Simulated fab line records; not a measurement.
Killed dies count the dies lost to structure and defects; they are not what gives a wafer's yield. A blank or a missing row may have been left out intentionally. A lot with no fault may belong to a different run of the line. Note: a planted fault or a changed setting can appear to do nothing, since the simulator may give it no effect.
Struck lot and sound lot, side by side / flow sky130 / 15 out of 708 route steps
Sound: the wafers L746.2, L746.4, L746.6. The struck wafers were L755.4, L755.5, L755.6. The cause is named last.
Order at every step that has rows: each side's tool, ch and its chambers, its first start. Under that, the readings that differ: sound wafers / struck wafers / difference of the means / sigmas: that difference in standard deviations of wafers without a fault.
alike: same words and numbers on both sides, and readings whose means sit less than 2 such deviations apart. not compared: any withheld reading, any reading some wafer has no value for, any bound like >300 that may hide the same value, and any number with overlapping values for which the record gives no deviation.
The two part at a step that has a row with sigmas, a row that says differs or no value, or rows on one side only. Numbers that don't overlap but have no deviation are shown without sigmas and don't part them. Lack of a reading on every wafer of one side parts them only where that side has two or more wafers.

SKY_VIA1_CMP_24: polishes, stops on SiO2, t overpolish 15 s, target thk 0 nm.
  sound on cmp-01 ch 1,2,3, day 34 21:13; struck on cmp-01 ch 0,3, day 37 20:36
reading=time to endpoint s (s); sound=67.8 73.4 70.5; struck=65.9 63.4 63.5; difference=-6.3; sigmas=-2
  alike: edge zone pressure frac, motor current A, overpolish run s
SKY_METAL2_SPUTTER_00: material Ti, target thk 15 nm, time 10 s.
  sound on pvd sputter-03 at day 34 21:31; struck on pvd sputter-01 at day 37 20:51
reading=throttle valve pct (%); sound=31.2 30.7 30.6; struck=27.8 29.2 27.9; difference=-2.5; sigmas=-3
SKY_METAL2_SPUTTER_01: material TiN, target thk 20 nm, time 16.7 s.
  sound on pvd sputter-03 at day 34 21:32; struck on pvd sputter-01 at day 37 20:53
reading=throttle valve pct (%); sound=31.5 30.4 30.6; struck=27.7 29.1 27.8; difference=-2.6; sigmas=-3
SKY_METAL2_SPUTTER_02: material AlCu, target thk 250 nm, time 13.3 s.
  sound on pvd sputter-03 at day 34 21:34; struck on pvd sputter-01 at day 37 20:54
reading=throttle valve pct (%); sound=31.1 30.3 30.6; struck=27.8 29.2 27.8; difference=-2.4; sigmas=-2
SKY_METAL2_SPUTTER_03: material Ti, target thk 5 nm, time 3.3 s.
  sound on pvd sputter-03 at day 34 21:35; struck on pvd sputter-01 at day 37 20:56
reading=throttle valve pct (%); sound=31.5 30.8 30.4; struck=27.8 29.3 28.0; difference=-2.5; sigmas=-3
then, 1 step without rows for these wafers: SKY_METAL2_SPUTTER_04 (material TiN, target thk 70 nm, time 58.3 s).
SKY_METAL2_RS_MEAS_05: measurement is done with a four-point probe.
  sound on film metro-03 at day 34 21:40; struck on film metro-04 at day 37 21:03
  alike: METAL2_ALCU_RS
SKY_METAL2_THK_MEAS_06: measures by xrf.
  sound on film metro-03 at day 34 21:47; struck on film metro-04 at day 37 21:08
  alike: METAL2_ALCU_THK
then, 4 steps without rows for these wafers: SKY_METAL2_DEHYDRATE_07 (time 60 s); SKY_METAL2_HMDS_08 (prime time 60 s); SKY_METAL2_COAT_09 (resist thk 60 nm); SKY_METAL2_COAT_10 (resist thk 450 nm).
SKY_METAL2_SOFTBAKE_11: time 90 s.
  sound on litho track-03 ch 0, day 35 11:00; struck on litho track-03 ch 0, day 38 10:00
reading=run length s (s); sound=119.18 119.22 119.03; struck=123.02 123.07 123.30; difference=+3.99; sigmas=+16
  alike: chill plate temp C
then, 1 step without rows for these wafers: SKY_METAL2_EXPOSE_12 (exposes mask MM2, target cd 140 nm).
-- the record jumps here: 10 days lie between the struck wafers' starts before and after (it left off in module METAL2 and takes up again in module PAD_OPEN, whose first step shown is number 708 of the route) --
SKY_PAD_OPEN_PROBE_99:
  sound on prober-01 at day 46 11:36; struck on prober-01 at day 48 19:13
  alike: defect limited yield, killed_at_M0_to_M3, killed_at_M4_up, killed at contacts, killed at front end, killed at other, killed dies, killed on rim, killed open, killed short, sort_bin_3_pad_short, sort_bin_5_function, sort_bin_6_memory, sort n pass, sort yield pct

== WHERE THEY PART ==
At SKY_VIA1_CMP_24 first; at SKY_METAL2_SOFTBAKE_11 last (within this record only). Later steps at which nothing parts them and some readings are alike: SKY_PAD_OPEN_PROBE_99.

WHY: what had been put in by the simulator
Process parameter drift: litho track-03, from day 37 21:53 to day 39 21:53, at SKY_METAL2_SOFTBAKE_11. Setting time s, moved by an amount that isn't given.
